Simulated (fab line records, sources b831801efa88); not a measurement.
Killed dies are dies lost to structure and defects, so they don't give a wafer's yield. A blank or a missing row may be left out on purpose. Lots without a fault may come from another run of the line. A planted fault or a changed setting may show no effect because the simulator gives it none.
Problem report in the 8D (eight disciplines) form, filled by code | flow gf180mcu | the parts of the form that need people (team, actions taken, sign-off) are left out

1. THE PROBLEM
V4_W_RS at GF_V4_RS_MEAS_24 reads a mean of 0.252 ohm/sq on 3 wafers of 2 lots; wafers without a fault read 0.329 ohm/sq with a standard deviation of 0.0041. That is -19 standard deviations from the usual mean.
The step: measures by four-point-probe.
First seen on wafer L284.4, day 31 11:16, on film_metro-04. The record holds 33 wafers of 11 lots with a number at this step. Rule for "out", or "out of limits": more than 4 standard deviations from the usual mean. The other wafers with a number count as sound.

2. WHAT IT IS AND WHAT IT IS NOT
question                    | is                           | is not
which readings at this step | V4_W_RS                      | -
which lots                  | L284, L285                   | L262, L263, L265, L266, L267, L269, L270, L271, L274
which wafers of those lots  | L284.4, L285.1, L285.4       | L284.2, L284.6, L285.3
read on which gauges        | film_metro-03, film_metro-04 | film_metro-02
when                        | from day 31 11:16            | up to then (29 sound wafers); but 1 sound wafer of L285 came after

3. SUSPECTS, AND WHAT RULES EACH OUT
Counting: a tool at a process step up to the reading stays a suspect if it ran every lot that is out. Sound lots after the first of them don't rule it out here, since some wafers of a struck lot are sound.
- the gauge at GF_V4_RS_MEAS_24: ruled out. The wafers that are out were read on 2 gauges (film_metro-03, film_metro-04).
- cvd_w-01 at GF_V4_CVD_23 (deposits W, target thk 350 nm, time 104.9 s): kept. It ran every lot that is out, first L284 (day 31 11:08); its last sound lot up to then is L274 (day 28 13:32).
Left after counting: cvd_w-01 at GF_V4_CVD_23.

4. THE CAUSE (what the simulator had put in)
Process parameter drift: cvd_w-01, from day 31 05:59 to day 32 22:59, at GF_V4_CVD_23. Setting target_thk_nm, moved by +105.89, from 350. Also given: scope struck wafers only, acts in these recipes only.
Counting left only this tool.

5. THE CHAIN OF EFFECTS, in route order
Each row: a reading whose mean over the struck wafers that have a number lies more than 3 standard deviations from the usual. Only readings for which the record gives a usual standard deviation are gone through. hours: the time from each lot's start at the first step in this table that gives one to its start at this step, as a median over the lots. sigmas: the change in usual standard deviations.
hours | step              | reading            | usual        | on struck wafers | change | sigmas
0     | GF_V4_RS_MEAS_24  | V4_W_RS            | 0.329 ohm/sq | 0.252            | -0.077 | -19
0     | GF_V4_THK_MEAS_25 | V4_W_THK           | 341 nm       | 440              | +99    | +20
0     | GF_V4_CMP_26      | time_to_endpoint_s | 84 s         | 109              | +25    | +6.5
The process steps in it:
- GF_V4_CMP_26: polishes, stops on SiO2, t overpolish 15 s, target thk 0 nm.

6. WHAT WOULD HAVE CAUGHT IT SOONER
In this record the first reading out of limits at a measuring or inspecting step was taken at day 31 11:16, 5 hours after the fault began at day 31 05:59.
Of the tool readings at GF_V4_CVD_23 for which the record gives a usual standard deviation, none was out on any struck wafer, so an alarm limit of 4 standard deviations on them would not have fired.
Of the lots that are out (2), L285 began GF_V4_CVD_23 on cvd_w-01 after day 31 11:16. A hold on the tool at that time would have spared it.
